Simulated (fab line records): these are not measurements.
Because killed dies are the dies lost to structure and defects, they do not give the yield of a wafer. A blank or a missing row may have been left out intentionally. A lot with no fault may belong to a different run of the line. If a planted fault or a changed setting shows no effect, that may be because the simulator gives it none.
Problem report in the 8D (eight disciplines) form, filled by code -- flow gf180mcu -- the parts of the form that need people (team, actions taken, sign-off) are left out

== 1. THE PROBLEM ==
MVSD_TW at GF_MVSD_TW_MEAS_11 reads a mean of 1485 on 3 wafers of 1 lot; wafers without a fault read 1587 with a standard deviation of 19. That puts it -5.4 standard deviations away from the usual mean.
Seen first at day 6 15:07 on filmMetro-04, wafer L708.2. At this step, 39 wafers from 13 lots have a number in the record. Rule for "out" (also "out of limits"): further than 4 standard deviations from the usual mean. The other wafers with a number count as sound.

== 2. WHAT IT IS AND WHAT IT IS NOT ==
question,is,is not
which readings at this step,MVSD_TW,-
which lots,L708,"L700, L701, L702, L703, L706, L714, L716, L717, L718, L720, L721, L722"
which wafers of those lots,all that have a number,-
read on which gauges,filmMetro-04,"filmMetro-01, filmMetro-03"
when,from day 6 15:07,"up to then (15 sound wafers); but 21 sound wafers of L714, L716, L717, L718, L720, L721, L722 came after"

== 3. SUSPECTS, AND WHAT RULES EACH OUT ==
Counting: a tool at any process step up to the reading remains a suspect when it ran all the lots that are out and ran no sound lot after the first of those.
- ruled out: the gauge at GF_MVSD_TW_MEAS_11. All the wafers that are out were read on filmMetro-04, but those of them that GF_LVPWELL_STRIP_10 has rows for are out there too, on other tools.
- plasmaAsher-02 at GF_LVPWELL_STRIP_10 (strips in O2/N2): ruled out as a lasting fault. Sound lots L718 ran on it after its first lot that is out, L708 (day 6 00:02).
- plasmaAsher-02 at GF_MVSD_STRIP_10 (strips in O2/N2): ruled out as a lasting fault. Sound lots L714, L720 ran on it after its first lot that is out, L708 (day 6 15:01).
Left after counting: nothing in the record.

== 4. THE CAUSE (what the simulator had put in) ==
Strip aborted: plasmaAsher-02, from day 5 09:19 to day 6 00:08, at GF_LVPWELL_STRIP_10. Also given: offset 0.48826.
It was ruled out by counting, in error; the rule expects a fault to strike all lots run on its tool from its start on, and this fault did not.

== 5. THE CHAIN OF EFFECTS, in route order ==
Rows list readings where the struck wafers' mean (over those with a number) sits beyond 3 standard deviations from the usual. Only readings for which the record gives a usual standard deviation are gone through. hours: the time from each lot's start at the first step in this table that gives one to its start at this step, as a median over the lots. sigmas: the change in usual standard deviations.
hours,step,reading,usual,on struck wafers,change,sigmas
0,GF_LVPWELL_STRIP_10,oesProductAu,0.723 a.u.,0.964,+0.241,+51
15,GF_MVSD_STRIP_10,stripTimeToEndpointS,36.95 s,45.53,+8.58,+94
15,GF_MVSD_TW_MEAS_11,MVSD_TW,1587,1485,-102,-5.4
It contains these process steps:
- GF_LVPWELL_STRIP_10: strips in O2/N2.
- GF_MVSD_STRIP_10: strips in O2/N2.
Readings that are blank on the struck wafers while sound wafers have them: stripTimeToEndpointS at GF_LVPWELL_STRIP_10.
At these later measuring or inspecting steps, every struck wafer for which the step has a row has a number for every such reading, and none has moved that far: GF_POLY_GATE_CD_MEAS_10, GF_POLY_GATE_OVL_MEAS_11.

== 6. WHAT WOULD HAVE CAUGHT IT SOONER ==
Counted from the fault's start at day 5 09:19, it took 30 hours until the first out-of-limits reading at a measuring or inspecting step in this record, taken at day 6 15:07.
At GF_LVPWELL_STRIP_10, the tool's own readings (oesProductAu) were out on each struck wafer the step has a row for, so an alarm limit on them would have fired on the first such wafer.
